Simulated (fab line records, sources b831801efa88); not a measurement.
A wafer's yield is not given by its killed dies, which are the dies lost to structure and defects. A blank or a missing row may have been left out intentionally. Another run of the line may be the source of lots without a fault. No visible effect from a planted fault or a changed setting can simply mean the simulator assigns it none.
The tool behind it: which one? + flow sky130 + 14 lots with 42 wafers sampled at 2 steps, on a route of 708 steps

WHAT THE GAUGES READ, wafer by wafer
No reading from a measuring or inspecting step in the record can be judged against a usual standard deviation.

TOOL THAT RAN EACH LOT (tool first, then ch and the chambers of the sampled wafers, then the start)
| lot  | SKY_FIELD_ISO_ETCH_17           | SKY_PAD_OPEN_PROBE_99   |
|------|---------------------------------|-------------------------|
| L277 | rie-si-02 ch 1,2, day 2 12:17   | -                       |
| L280 | rie-si-01 ch 1,2,3, day 3 02:26 | -                       |
| L281 | rie-si-02 ch 0,2, day 3 06:50   | -                       |
| L282 | rie-si-01 ch 0,2,3, day 3 13:59 | -                       |
| L286 | rie-si-01 ch 0,1, day 4 09:38   | prober-02, day 48 11:16 |
| L287 | rie-si-01 ch 1,2, day 4 16:17   | prober-01, day 48 17:48 |
| L292 | rie-si-01 ch 1,2,3, day 5 16:26 | -                       |
| L293 | rie-si-02 ch 0,3, day 5 20:48   | -                       |
| L294 | rie-si-01 ch 0,3, day 6 03:02   | -                       |
| L295 | rie-si-02 ch 0,1,2, day 6 07:09 | -                       |
| L296 | rie-si-01 ch 0,2,3, day 6 13:05 | -                       |
| L297 | rie-si-02 ch 1,2,3, day 6 18:29 | -                       |
| L298 | rie-si-02 ch 1,2, day 7 01:27   | -                       |
| L299 | rie-si-01 ch 0,2,3, day 7 06:38 | -                       |
- SKY_FIELD_ISO_ETCH_17: etches Si in HBr/Cl2/O2, target depth 342 nm, time 97.7 s.
- SKY_PAD_OPEN_PROBE_99

WHAT THE TOOLS THEMSELVES READ (means of the sampled wafers that have a number; where no wafer has one, the mark that the record gives instead)
SKY_FIELD_ISO_ETCH_17. Usual: HBr_flow_sccm 150.0 sccm, standard deviation 0.5; O2_flow_sccm 5.998 sccm, standard deviation 0.019; drypump-motor-current-A 5.3 A, standard deviation 0.35; oes-product-au 1.005 a.u., standard deviation 0.0097; throttle-valve-pct 25.653 %, standard deviation 0.011.
| lot  | tool      | HBr_flow_sccm (sccm) | O2_flow_sccm (sccm) | drypump-motor-current-A (A) | oes-product-au (a.u.) | throttle-valve-pct (%) | flag |
|------|-----------|----------------------|---------------------|-----------------------------|-----------------------|------------------------|------|
| L277 | rie-si-02 | 149.2                | 6.014               | 5.5                         | 1.004                 | 25.654                 |      |
| L280 | rie-si-01 | 150.3                | 6.003               | 5.2                         | 1.002                 | 25.658                 |      |
| L281 | rie-si-02 | 150.2                | 5.990               | 5.6                         | 0.997                 | 25.663                 |      |
| L282 | rie-si-01 | 150.4                | 5.987               | 5.4                         | 1.006                 | 25.653                 |      |
| L286 | rie-si-01 | -                    | -                   | -                           | -                     | -                      | OFF  |
| L287 | rie-si-01 | -                    | -                   | -                           | -                     | -                      | OFF  |
| L292 | rie-si-01 | 149.6                | 6.003               | 5.2                         | 1.000                 | 25.653                 |      |
| L293 | rie-si-02 | 149.4                | 5.984               | 5.6                         | 0.999                 | 25.658                 |      |
| L294 | rie-si-01 | 149.8                | 6.003               | 5.5                         | 1.001                 | 25.651                 |      |
| L295 | rie-si-02 | 150.0                | 6.005               | 5.4                         | 1.002                 | 25.656                 |      |
| L296 | rie-si-01 | 150.5                | 5.998               | 5.4                         | 1.003                 | 25.650                 |      |
| L297 | rie-si-02 | 150.1                | 6.006               | 5.5                         | 1.012                 | 25.643                 |      |
| L298 | rie-si-02 | 149.6                | 6.003               | 5.5                         | 1.009                 | 25.650                 |      |
| L299 | rie-si-01 | 149.9                | 6.018               | 5.4                         | 1.004                 | 25.657                 |      |

SKY_PAD_OPEN_PROBE_99. Usual: killed_at_M0_to_M3 43, standard deviation 6.6; killed_at_M4_up 3.4, standard deviation 1.8; killed-at-contacts 24, standard deviation 4.9; killed-at-front-end 15, standard deviation 4.1; killed-at-other 0.3, standard deviation 0.55; killed-dies 85, standard deviation 8.8; killed-on-rim 17, standard deviation 3.7; killed-open 46, standard deviation 6.1; killed-short 39, standard deviation 5.7.
| lot  | tool      | killed_at_M0_to_M3 | killed_at_M4_up | killed-at-contacts | killed-at-front-end | killed-at-other | killed-dies | killed-on-rim | killed-open | killed-short | flag |
|------|-----------|--------------------|-----------------|--------------------|---------------------|-----------------|-------------|---------------|-------------|--------------|------|
| L286 | prober-02 | 41                 | 1.7             | 23                 | 427                 | 0.0             | 492         | 96            | 46          | 33           | OFF  |
| L287 | prober-01 | 39                 | 5.0             | 36                 | 412                 | 0.0             | 492         | 96            | 47          | 43           | OFF  |

THE ANSWER, worked out from the rows above alone
Rule: a lot counts as off when the mean over its wafers that have a number is more than 3 standard deviations away from the usual mean. Also off: a lot with no number at a reading for which 4 or more lots have one. The other lots that the step has rows for count as sound. First the gauges in route order, then the tools' own readings, where a lot's mean is used as printed above. At the first step where some lot is off, the reading lying furthest off is the one used; lots without a number count as furthest.
Off: L286, L287, at SKY_FIELD_ISO_ETCH_17 (HBr_flow_sccm). Without a number there: L286, L287.
A tool fits if, at that step or a process step before it, it ran every lot that is off, and no sound lot after the first of them. No candidate that was tried fits.

WHAT HAD BEEN PUT IN BY THE SIMULATOR
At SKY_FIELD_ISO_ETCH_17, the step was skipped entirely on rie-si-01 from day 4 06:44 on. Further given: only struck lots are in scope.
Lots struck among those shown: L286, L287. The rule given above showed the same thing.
